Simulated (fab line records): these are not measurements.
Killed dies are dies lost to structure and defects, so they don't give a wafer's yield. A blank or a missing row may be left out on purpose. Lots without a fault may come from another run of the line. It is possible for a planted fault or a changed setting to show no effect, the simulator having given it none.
Comparing a struck lot with a sound one + flow gf180mcu + 15 steps out of a route of 602
Sound: these wafers, L187.2, L187.3, L187.5. Struck: wafer L194.3. (L194.5 of the same lot was not struck and is left out.) The cause comes at the end.
Per side, at each step with rows, come the tool, then ch with its chambers, and then its first start. Under that, the readings that differ: sound wafers + struck wafers + difference of the means + sigmas: that difference in standard deviations of wafers without a fault.
alike: same words and numbers on both sides, and readings whose means sit less than 2 such deviations apart. not compared: any withheld reading, any reading some wafer has no value for, any bound like >300 that may hide the same value, and any number with overlapping values for which the record gives no deviation.
The two part at a step that has a row with sigmas, a row that says differs or no value, or rows on one side only. When numbers do not overlap yet have no deviation, they are printed without sigmas and do not part them. A reading that every wafer of one side lacks parts them only if that side has two wafers or more.

GF_V3_OVL_MEAS_15:
  sound on overlay-01, day 25 06:41; struck on overlay-01, day 27 11:26
  alike: V3_OVL
GF_V3_ETCH_16: etches BARC in N2/H2.
  sound on rieDiel-02 ch 0,2,3, day 25 06:43; struck on rieDiel-04 ch 3, day 27 11:28
  alike: biasW, drypumpMotorCurrentA, n2FlowSccm, oesProductAu, throttleValvePct
GF_V3_ETCH_17: etches SiO2 in C4F8/O2/Ar, stops on TiN, target depth 635 nm.
  sound: rieDiel-02 ch 0,2,3; struck: rieDiel-04 ch 3
| reading             | sound             | struck | difference | sigmas |
|---------------------|-------------------|--------|------------|--------|
| oesProductAu (a.u.) | 0.860 0.860 0.859 | 0.849  | -0.011     | -2     |
  alike: biasW
then, 3 steps without rows for these wafers: GF_V3_STRIP_18 (strips in O2/N2); GF_V3_STRIP_19 (strips in post etch residue remover, time 1200 s); GF_V3_CLEAN_20 (cleans in DIW).
GF_V3_SPUTTER_21: material Ti, target thk 15 nm, time 80.02 s.
  sound on pvdSputter-04, day 25 07:23; struck on pvdSputter-01, day 27 12:10
  alike: throttleValvePct
GF_V3_SPUTTER_22: material TiN, target thk 10 nm, time 40 s.
  sound on pvdSputter-04, day 25 07:26; struck on pvdSputter-01, day 27 12:13
  alike: throttleValvePct
GF_V3_CVD_23: deposits W, target thk 350 nm, time 104.9 s.
  sound on cvdW-02 ch 0,1, day 25 07:29; struck on cvdW-01 ch 0, day 27 12:18
  alike: heaterPowerW
GF_V3_RS_MEAS_24: a four-point-probe measurement.
  sound on filmMetro-04, day 25 07:37; struck on filmMetro-02, day 27 12:25
  alike: V3_W_RS
GF_V3_THK_MEAS_25: measures by xrf.
  sound on filmMetro-04, day 25 07:43; struck on filmMetro-02, day 27 12:31
  alike: V3_W_THK
then, 1 step without rows for these wafers: GF_V3_CMP_26 (polishes, stops on SiO2, t overpolish 15 s, target thk 0 nm).
GF_M4_SPUTTER_00: material Ti, target thk 37.5 nm, time 150 s.
  sound on pvdSputter-02, day 25 08:04; struck on pvdSputter-02, day 27 12:52
| reading                              | sound             | struck | difference | sigmas |
|--------------------------------------|-------------------|--------|------------|--------|
| model.Ti_of_M4_SPUTTER_00.thkNm (nm) | 38.08 37.89 38.04 | 43.45  | +5.45      |        |
  alike: throttleValvePct
then, 1 step without rows for these wafers: GF_M4_SPUTTER_01 (material TiN, target thk 30 nm, time 25 s).
GF_PASSIVATION_PROBE_99:
  rows exist in the record for the sound wafers here (prober-01, day 31 10:45), none for the struck ones

WHERE THEY PART
Earliest at GF_V3_ETCH_17; latest, in this record, at GF_PASSIVATION_PROBE_99.

WHY: the cause the simulator had injected
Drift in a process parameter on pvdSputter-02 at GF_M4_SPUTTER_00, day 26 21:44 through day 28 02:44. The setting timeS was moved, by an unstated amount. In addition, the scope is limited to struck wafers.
